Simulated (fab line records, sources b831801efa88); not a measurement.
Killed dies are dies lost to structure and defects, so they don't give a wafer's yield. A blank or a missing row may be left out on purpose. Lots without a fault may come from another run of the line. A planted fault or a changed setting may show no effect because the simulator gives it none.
One fault seen from 2 desks | flow gf180mcu | each desk has only its own numbers; what lay behind them comes last

THE METROLOGY DESK
What the gauges read, lot by lot, whatever tool the lot ran on: means of the sampled wafers that have a number. A lot is out of limits, marked OUT, if its mean lies more than 4 standard deviations from the usual mean; the brackets give that distance.
Columns: A = M1_ALCU_THK at GF_M1_THK_MEAS_06, usual 452 nm
lot  | first seen here | A
L325 | day 16 03:23    | 452
L326 | day 16 17:25    | 454
L327 | day 17 03:02    | 447
L334 | day 19 15:58    | 453
L336 | day 20 07:34    | 453
L338 | day 21 01:04    | 443
L342 | day 22 12:10    | 455
L343 | day 22 16:31    | 461
L345 | day 23 11:40    | 449
L346 | day 23 17:32    | 457
L347 | day 24 04:12    | 451
This desk's finding: nothing out of limits on any of the 11 lots.

THE TOOL OWNER'S DESK: rie_metal-03
The tool's own readings at GF_M2_METAL_ETCH_16 (etches the open film in Cl2/BCl3, stops on SiO2, target depth 750.8 nm, time 125.1 s): means of the sampled wafers that have a number, for each lot that ran on this tool. A lot is out of limits, marked OUT, if its mean lies more than 4 standard deviations from the usual mean; the brackets give that distance.
Columns: A = bcl3_flow_sccm at GF_M2_METAL_ETCH_16, usual 40.00 sccm; B = bias_w at GF_M2_METAL_ETCH_16, usual 140.0 W; C = drypump_motor_current_A at GF_M2_METAL_ETCH_16, usual 5.7 A; D = oes_product_au at GF_M2_METAL_ETCH_16, usual 0.992 a.u.; E = throttle_valve_pct at GF_M2_METAL_ETCH_16, usual 28.228 %
lot  | first seen here | A     | B     | C   | D     | E
L325 | day 19 04:23    | 39.99 | 140.3 | 6.3 | 0.989 | 28.233
L327 | day 20 05:52    | 40.09 | 139.8 | 5.6 | 0.989 | 28.244
This desk's finding: nothing out of limits on any of the 2 lots.

PUT TOGETHER
The metrology desk saw nothing out of limits.
The tool owner's desk saw nothing out of limits.

WHAT THE SIMULATOR HAD PUT IN
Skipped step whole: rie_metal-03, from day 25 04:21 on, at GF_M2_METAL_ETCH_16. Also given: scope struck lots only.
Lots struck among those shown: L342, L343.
